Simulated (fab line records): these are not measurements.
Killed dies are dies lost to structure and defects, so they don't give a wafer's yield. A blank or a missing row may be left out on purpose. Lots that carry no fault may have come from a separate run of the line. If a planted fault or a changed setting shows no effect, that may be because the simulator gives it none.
Chamber matching / flow sky130 / SKY_POLY_GATE_ETCH_16 on rie-diel-02: 4 sister chambers
The step etches Si3N4 in CH3F/O2, stops on poly-Si, time 147.5 s, target depth 75 nm. 14 wafers are shown with their chamber, then 7 later ones without.

== EACH WAFER AND ITS CHAMBER ==
wafer=L658.1; chamber=1; throttle-valve-pct (%)=10.535; oes-product-au (a.u.)=0.643
wafer=L658.5; chamber=1; throttle-valve-pct (%)=10.519; oes-product-au (a.u.)=0.641
wafer=L658.6; chamber=0; throttle-valve-pct (%)=10.537; oes-product-au (a.u.)=0.633
wafer=L659.1; chamber=3; throttle-valve-pct (%)=10.550; oes-product-au (a.u.)=0.627
wafer=L659.2; chamber=1; throttle-valve-pct (%)=10.533; oes-product-au (a.u.)=0.632
wafer=L659.6; chamber=0; throttle-valve-pct (%)=10.536; oes-product-au (a.u.)=0.640
wafer=L664.3; chamber=3; throttle-valve-pct (%)=10.542; oes-product-au (a.u.)=0.638
wafer=L664.5; chamber=3; throttle-valve-pct (%)=10.540; oes-product-au (a.u.)=0.633
wafer=L664.6; chamber=2; throttle-valve-pct (%)=10.541; oes-product-au (a.u.)=0.639
wafer=L667.1; chamber=3; throttle-valve-pct (%)=10.539; oes-product-au (a.u.)=0.642
wafer=L667.3; chamber=0; throttle-valve-pct (%)=10.548; oes-product-au (a.u.)=0.636
wafer=L667.5; chamber=3; throttle-valve-pct (%)=10.544; oes-product-au (a.u.)=0.633
wafer=L673.1; chamber=0; throttle-valve-pct (%)=10.541; oes-product-au (a.u.)=0.648
wafer=L673.5; chamber=2; throttle-valve-pct (%)=10.535; oes-product-au (a.u.)=0.642

SIGNATURES (averages over the wafers above)
reading=throttle-valve-pct; chamber 0=10.54050; chamber 1=10.52900; chamber 2=10.53800; chamber 3=10.54300; scatter within a chamber=0.00579
reading=oes-product-au; chamber 0=0.63925; chamber 1=0.63867; chamber 2=0.64050; chamber 3=0.63460; scatter within a chamber=0.00574
Rule: distance of a wafer from a chamber = root of the sum over the readings of ((wafer's reading minus chamber's mean) / reading's scatter) squared. The wafer belongs to the nearest chamber; if the next one is less than 2 further off, it can't be placed. The scatter: take each reading less its chamber's mean, square it, sum over the shown wafers, divide by the number of wafers less the number of chambers, and take the root.

== WAFERS MISSING THEIR CHAMBER ==
wafer=L673.6; throttle-valve-pct (%)=10.506; oes-product-au (a.u.)=0.637
wafer=L676.1; throttle-valve-pct (%)=10.540; oes-product-au (a.u.)=0.645
wafer=L676.5; throttle-valve-pct (%)=10.552; oes-product-au (a.u.)=0.629
wafer=L676.6; throttle-valve-pct (%)=10.519; oes-product-au (a.u.)=0.647
wafer=L678.1; throttle-valve-pct (%)=10.541; oes-product-au (a.u.)=0.643
wafer=L678.2; throttle-valve-pct (%)=10.553; oes-product-au (a.u.)=0.633
wafer=L678.3; throttle-valve-pct (%)=10.536; oes-product-au (a.u.)=0.637

== WHICH CHAMBER EACH WENT THROUGH ==
wafer=L673.6; from the rows above=can't be placed: 1 or 2 or 0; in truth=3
wafer=L676.1; from the rows above=can't be placed: 2 or 0 or 3 or 1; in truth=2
wafer=L676.5; from the rows above=can't be placed: 3 or 0 or 2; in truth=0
wafer=L676.6; from the rows above=can't be placed: 1 or 2 or 0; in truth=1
wafer=L678.1; from the rows above=can't be placed: 0 or 2 or 3 or 1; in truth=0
wafer=L678.2; from the rows above=can't be placed: 3 or 0 or 2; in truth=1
wafer=L678.3; from the rows above=can't be placed: 2 or 0 or 1 or 3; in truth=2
Placed correctly: 0 of 7. Not placeable from these rows: 7 (in 5, the candidates include the true chamber). Placed wrongly: 0.
